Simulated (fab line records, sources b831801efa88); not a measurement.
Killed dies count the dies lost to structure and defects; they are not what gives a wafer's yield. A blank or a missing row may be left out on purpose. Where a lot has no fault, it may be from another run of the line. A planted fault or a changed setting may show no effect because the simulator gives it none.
Which tool did it? :: flow sky130 :: 13 lots with 39 wafers sampled at 4 steps, on a route of 708 steps

== WHAT THE GAUGES READ, wafer by wafer ==
SKY_SD_P_CD_MEAS_07 targets a cd of 380 nm.
lot: L363
measured: day 26 21:26
on: cd_sem-01
cd_nm (nm): 381.6 381.2 382.7

lot: L361
measured: day 27 00:25
on: cd_sem-01
cd_nm (nm): 382.5 381.6 379.5

lot: L365
measured: day 27 03:27
on: cd_sem-02
cd_nm (nm): 368.8 369.8 364.7

lot: L364
measured: day 27 07:05
on: cd_sem-01
cd_nm (nm): 373.9 364.3 370.0

lot: L368
measured: day 27 17:17
on: cd_sem-01
cd_nm (nm): 378.1 378.3 378.0

lot: L373
measured: day 30 07:31
on: cd_sem-02
cd_nm (nm): 379.1 376.6 378.7

lot: L376
measured: day 30 19:52
on: cd_sem-01
cd_nm (nm): 384.9 383.8 385.4

lot: L377
measured: day 30 20:28
on: cd_sem-01
cd_nm (nm): 383.3 377.7 380.8

lot: L375
measured: day 30 23:23
on: cd_sem-02
cd_nm (nm): 379.0 380.3 379.3

lot: L379
measured: day 31 05:10
on: cd_sem-01
cd_nm (nm): 373.6 375.7 375.3

lot: L382
measured: day 32 19:37
on: cd_sem-01
cd_nm (nm): 379.6 380.5 377.9

lot: L381
measured: day 32 20:47
on: cd_sem-02
cd_nm (nm): 378.1 378.7 379.0

lot: L384
measured: day 33 00:59
on: cd_sem-01
cd_nm (nm): 382.3 380.5 381.8

SKY_LI_CONTACT_THK_MEAS_01.
lot: L363
measured: day 29 07:28
on: film_metro-01
LI_CONTACT_HDPCVD_THK (nm): 902 899 893

lot: L361
measured: day 29 10:14
on: film_metro-01
LI_CONTACT_HDPCVD_THK (nm): 872 871 869

lot: L365
measured: day 29 13:05
on: film_metro-01
LI_CONTACT_HDPCVD_THK (nm): 891 898 889

lot: L364
measured: day 29 14:46
on: film_metro-04
LI_CONTACT_HDPCVD_THK (nm): 886 884 880

lot: L368
measured: day 30 04:06
on: film_metro-01
LI_CONTACT_HDPCVD_THK (nm): 898 885 879

lot: L373
measured: day 32 15:02
on: film_metro-04
LI_CONTACT_HDPCVD_THK (nm): 886 878 897

lot: L376
measured: day 33 03:11
on: film_metro-01
LI_CONTACT_HDPCVD_THK (nm): 902 886 886

lot: L377
measured: day 33 03:14
on: film_metro-03
LI_CONTACT_HDPCVD_THK (nm): 870 889 881

lot: L375
measured: day 33 06:45
on: film_metro-04
LI_CONTACT_HDPCVD_THK (nm): 875 886 885

lot: L379
measured: day 33 12:06
on: film_metro-04
LI_CONTACT_HDPCVD_THK (nm): 894 890 894

lot: L382
measured: day 35 01:22
on: film_metro-04
LI_CONTACT_HDPCVD_THK (nm): 884 898 902

lot: L381
measured: day 35 03:20
on: film_metro-04
LI_CONTACT_HDPCVD_THK (nm): 887 892 884

lot: L384
measured: day 35 05:53
on: film_metro-03
LI_CONTACT_HDPCVD_THK (nm): 896 890 894

== WHAT TOOL EACH LOT RAN ON (gives the tool, then ch and the chambers of the sampled wafers, and finally the start) ==
lot: L363
SKY_SD_P_EXPOSE_04: iline_stepper-01 ch 0, day 26 07:58
SKY_SD_N_RTA_14: rtp_anneal-01 ch 0, day 29 06:49

lot: L361
SKY_SD_P_EXPOSE_04: iline_stepper-01 ch 0, day 26 10:49
SKY_SD_N_RTA_14: rtp_anneal-01 ch 0, day 29 09:32

lot: L365
SKY_SD_P_EXPOSE_04: iline_stepper-01 ch 0, day 26 13:23
SKY_SD_N_RTA_14: rtp_anneal-02 ch 0, day 29 12:23

lot: L364
SKY_SD_P_EXPOSE_04: iline_stepper-01 ch 0, day 26 17:01
SKY_SD_N_RTA_14: rtp_anneal-02 ch 0, day 29 14:03

lot: L368
SKY_SD_P_EXPOSE_04: iline_stepper-02 ch 0, day 27 04:07
SKY_SD_N_RTA_14: rtp_anneal-02 ch 0, day 30 03:27

lot: L373
SKY_SD_P_EXPOSE_04: iline_stepper-02 ch 0, day 29 18:16
SKY_SD_N_RTA_14: rtp_anneal-01 ch 0, day 32 14:23

lot: L376
SKY_SD_P_EXPOSE_04: iline_stepper-02 ch 0, day 30 06:37
SKY_SD_N_RTA_14: rtp_anneal-02 ch 0, day 33 02:32

lot: L377
SKY_SD_P_EXPOSE_04: iline_stepper-01 ch 0, day 30 07:19
SKY_SD_N_RTA_14: rtp_anneal-01 ch 0, day 33 02:35

lot: L375
SKY_SD_P_EXPOSE_04: iline_stepper-01 ch 0, day 30 09:26
SKY_SD_N_RTA_14: rtp_anneal-02 ch 0, day 33 06:06

lot: L379
SKY_SD_P_EXPOSE_04: iline_stepper-01 ch 0, day 30 15:17
SKY_SD_N_RTA_14: rtp_anneal-01 ch 0, day 33 11:27

lot: L382
SKY_SD_P_EXPOSE_04: iline_stepper-01 ch 0, day 32 06:13
SKY_SD_N_RTA_14: rtp_anneal-02 ch 0, day 35 00:43

lot: L381
SKY_SD_P_EXPOSE_04: iline_stepper-01 ch 0, day 32 07:45
SKY_SD_N_RTA_14: rtp_anneal-01 ch 0, day 35 02:41

lot: L384
SKY_SD_P_EXPOSE_04: iline_stepper-01 ch 0, day 32 12:08
SKY_SD_N_RTA_14: rtp_anneal-01 ch 0, day 35 05:14
- SKY_SD_P_EXPOSE_04: exposes mask PSDM, target cd 380 nm.
- SKY_SD_N_RTA_14: time 2 s.

== AS READ BY THE TOOLS THEMSELVES (means over the sampled wafers that have a number; for cases with no such wafer, the mark the record gives instead) ==
SKY_SD_N_RTA_14.
lot: L363
tool: rtp_anneal-01
lamp_power_pct (%): 15.81
wafer_temp_C_max: 1077.4

lot: L361
tool: rtp_anneal-01
lamp_power_pct (%): 15.71
wafer_temp_C_max: 1078.9

lot: L365
tool: rtp_anneal-02
lamp_power_pct (%): 15.69
wafer_temp_C_max: 1078.5

lot: L364
tool: rtp_anneal-02
lamp_power_pct (%): 15.78
wafer_temp_C_max: 1077.5

lot: L368
tool: rtp_anneal-02
lamp_power_pct (%): 15.73
wafer_temp_C_max: 1077.8

lot: L373
tool: rtp_anneal-01
lamp_power_pct (%): 15.80
wafer_temp_C_max: 1078.9

lot: L376
tool: rtp_anneal-02
lamp_power_pct (%): 15.74
wafer_temp_C_max: 1076.9

lot: L377
tool: rtp_anneal-01
lamp_power_pct (%): 15.76
wafer_temp_C_max: 1077.0

lot: L375
tool: rtp_anneal-02
lamp_power_pct (%): 15.75
wafer_temp_C_max: 1077.9

lot: L379
tool: rtp_anneal-01
lamp_power_pct (%): 15.73
wafer_temp_C_max: 1077.6

lot: L382
tool: rtp_anneal-02
lamp_power_pct (%): 15.72
wafer_temp_C_max: 1078.0

lot: L381
tool: rtp_anneal-01
lamp_power_pct (%): 15.72
wafer_temp_C_max: 1077.8

lot: L384
tool: rtp_anneal-01
lamp_power_pct (%): 15.72
wafer_temp_C_max: 1078.4

== THE ANSWER, worked out from the rows above alone ==
Rule: what is usual is taken from the lots themselves. The widest of any qualifying gaps counts: lots, ordered by their means at a reading, are off when they make up no more than a third of the lots, leave a main group of 4 or more, and stand apart from it by 3 or more times the standard deviation of that group's means. If all means in a main group match to the digits the tables above print for the reading, that group is not used. Also off: a lot with no number at a reading for which 4 or more lots have one. Any other lot the step has rows for is counted as sound. First the gauges in route order, then the tools' own readings, where a lot's mean is used as printed above. At the first step where some lot is off, the reading lying furthest off is the one used; lots without a number count as furthest.
No lot is off on any of the readings shown, so nothing can be concluded from this.

== WHAT THE SIMULATOR HAD PUT IN ==
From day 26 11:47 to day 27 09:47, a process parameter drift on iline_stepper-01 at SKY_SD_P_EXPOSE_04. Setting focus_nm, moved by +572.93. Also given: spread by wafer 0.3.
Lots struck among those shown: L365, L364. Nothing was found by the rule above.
